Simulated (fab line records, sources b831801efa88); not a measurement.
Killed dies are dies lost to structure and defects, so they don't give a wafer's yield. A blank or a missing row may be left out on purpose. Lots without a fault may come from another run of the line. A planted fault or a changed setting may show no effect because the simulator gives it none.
Chamber matching | flow gf180mcu | GF_V3_CMP_26 on cmp-02: 4 sister chambers
The step polishes, stops on SiO2, t overpolish 15 s, target thk 0 nm. 14 wafers are shown with their chamber, then 7 later ones without.

WAFERS WITH THEIR CHAMBER
wafer  | chamber | motor_current_A (A) | time_to_endpoint_s (s) | head_pressure_psi (psi)
L580.1 | 2       | 12.0                | 84                     | 3.500
L580.2 | 1       | 12.9                | 87                     | 3.497
L580.5 | 3       | 12.0                | 87                     | 3.499
L582.1 | 0       | 11.1                | 80                     | 3.504
L582.2 | 3       | 12.0                | 89                     | 3.503
L582.3 | 2       | 12.6                | 86                     | 3.495
L585.1 | 2       | 11.8                | 83                     | 3.491
L585.3 | 3       | 11.8                | 86                     | 3.511
L585.6 | 3       | 12.3                | 84                     | 3.500
L587.1 | 1       | 13.7                | 87                     | 3.497
L587.2 | 0       | 11.1                | 83                     | 3.501
L587.4 | 3       | 11.9                | 85                     | 3.492
L588.1 | 1       | 13.1                | 84                     | 3.493
L588.5 | 0       | 11.5                | 77                     | 3.498

SIGNATURES (means of the wafers above)
reading            | chamber 0 | chamber 1 | chamber 2 | chamber 3 | scatter within a chamber
motor_current_A    | 11.233    | 13.233    | 12.133    | 12.000    | 0.307
time_to_endpoint_s | 80.00     | 86.00     | 84.33     | 86.20     | 2.08
head_pressure_psi  | 3.50100   | 3.49567   | 3.49533   | 3.50100   | 0.00509
Rule: a wafer's distance from a chamber is the root of the sum, over the readings, of the square of ((its reading less the chamber's mean) divided by the reading's scatter). The wafer belongs to the nearest chamber; if the next one is less than 2 further off, it can't be placed. The scatter: the root of (the sum of the squares of (reading less its chamber's mean) over the shown wafers, divided by (wafers less chambers)).

WAFERS WITHOUT THEIR CHAMBER
wafer  | motor_current_A (A) | time_to_endpoint_s (s) | head_pressure_psi (psi)
L588.6 | 11.9                | 87                     | 3.502
L591.2 | 11.8                | 87                     | 3.507
L591.3 | 11.4                | 88                     | 3.493
L591.4 | 11.5                | 80                     | 3.489
L594.2 | 11.9                | 86                     | 3.505
L594.3 | 11.3                | 82                     | 3.499
L594.6 | 11.6                | 85                     | 3.506

WHICH CHAMBER EACH WENT THROUGH
wafer  | from the rows above          | in truth
L588.6 | can't be placed: 3 or 2      | 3
L591.2 | can't be placed: 3 or 2      | 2
L591.3 | can't be placed: 3 or 2 or 0 | 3
L591.4 | can't be placed: 0 or 2 or 3 | 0
L594.2 | can't be placed: 3 or 2      | 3
L594.3 | can't be placed: 0 or 2      | 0
L594.6 | can't be placed: 3 or 2 or 0 | 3
Placed correctly: 0 of 7. Can't be placed from these rows: 7 (the true chamber is among the candidates in 7). Placed wrongly: 0.
